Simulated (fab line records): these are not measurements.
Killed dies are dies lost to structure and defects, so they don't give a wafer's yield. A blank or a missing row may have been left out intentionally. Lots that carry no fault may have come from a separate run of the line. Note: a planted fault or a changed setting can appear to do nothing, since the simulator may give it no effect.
Matching of chambers || flow sky130 || SKY_POLY_CUT_ETCH_10 on rie_diel-02 has 4 sister chambers
The step etches BARC in N2/H2, stops on SiO2, time 45.9 s, target depth 60 nm. 8 wafers are shown with their chamber, then 10 later ones without.

EACH WAFER AND ITS CHAMBER
{"wafer": "L083.6", "chamber": 2, "rf_fwd_power_W (W)": 496.5, "throttle_valve_pct (%)": 13.223}
{"wafer": "L084.1", "chamber": 3, "rf_fwd_power_W (W)": 496.8, "throttle_valve_pct (%)": 13.220}
{"wafer": "L084.6", "chamber": 0, "rf_fwd_power_W (W)": 497.2, "throttle_valve_pct (%)": 13.211}
{"wafer": "L085.1", "chamber": 1, "rf_fwd_power_W (W)": 494.3, "throttle_valve_pct (%)": 13.224}
{"wafer": "L085.4", "chamber": 3, "rf_fwd_power_W (W)": 495.6, "throttle_valve_pct (%)": 13.243}
{"wafer": "L085.6", "chamber": 1, "rf_fwd_power_W (W)": 497.4, "throttle_valve_pct (%)": 13.219}
{"wafer": "L086.1", "chamber": 0, "rf_fwd_power_W (W)": 497.9, "throttle_valve_pct (%)": 13.232}
{"wafer": "L086.3", "chamber": 2, "rf_fwd_power_W (W)": 494.1, "throttle_valve_pct (%)": 13.227}

WAFERS MISSING THEIR CHAMBER
{"wafer": "L086.6", "rf_fwd_power_W (W)": 492.2, "throttle_valve_pct (%)": 13.207}
{"wafer": "L090.1", "rf_fwd_power_W (W)": 498.2, "throttle_valve_pct (%)": 13.222}
{"wafer": "L090.2", "rf_fwd_power_W (W)": 495.8, "throttle_valve_pct (%)": 13.218}
{"wafer": "L090.5", "rf_fwd_power_W (W)": 498.7, "throttle_valve_pct (%)": 13.225}
{"wafer": "L094.3", "rf_fwd_power_W (W)": 494.6, "throttle_valve_pct (%)": 13.223}
{"wafer": "L094.4", "rf_fwd_power_W (W)": 493.9, "throttle_valve_pct (%)": 13.220}
{"wafer": "L094.6", "rf_fwd_power_W (W)": 495.7, "throttle_valve_pct (%)": 13.235}
{"wafer": "L097.3", "rf_fwd_power_W (W)": 494.9, "throttle_valve_pct (%)": 13.238}
{"wafer": "L097.5", "rf_fwd_power_W (W)": 497.9, "throttle_valve_pct (%)": 13.252}
{"wafer": "L097.6", "rf_fwd_power_W (W)": 496.9, "throttle_valve_pct (%)": 13.236}

CHAMBER TAKEN BY EACH
{"wafer": "L086.6", "from the rows above": "can't be placed: 2 or 1 or 3 or 0", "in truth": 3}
{"wafer": "L090.1", "from the rows above": "can't be placed: 0 or 1 or 3 or 2", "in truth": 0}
{"wafer": "L090.2", "from the rows above": "can't be placed: 1 or 2 or 0 or 3", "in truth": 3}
{"wafer": "L090.5", "from the rows above": "can't be placed: 0 or 3 or 1 or 2", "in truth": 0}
{"wafer": "L094.3", "from the rows above": "can't be placed: 2 or 1 or 3 or 0", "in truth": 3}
{"wafer": "L094.4", "from the rows above": "can't be placed: 2 or 1 or 3 or 0", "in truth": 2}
{"wafer": "L094.6", "from the rows above": "can't be placed: 3 or 2 or 1 or 0", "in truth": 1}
{"wafer": "L097.3", "from the rows above": "can't be placed: 3 or 2 or 1 or 0", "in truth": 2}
{"wafer": "L097.5", "from the rows above": "can't be placed: 3 or 0 or 2 or 1", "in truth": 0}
{"wafer": "L097.6", "from the rows above": "can't be placed: 3 or 0 or 2 or 1", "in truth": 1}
Correct placement for 0 of the 10. Cannot be placed on the basis of these rows: 10; the candidates contain the true chamber in 10. Number placed wrongly: 0.
How it was worked out, from the rows above alone: a wafer's distance from a chamber is the root of the sum, over the readings, of the square of ((its reading less the chamber's mean) divided by the reading's scatter). The wafer belongs to the nearest chamber; if the next one is less than 2 further off, it can't be placed. Each chamber's mean is taken over the wafers shown for it. The scatter is the square root of a quotient: the sum, over the shown wafers, of each reading's squared deviation from its chamber's mean, divided by wafers minus chambers.
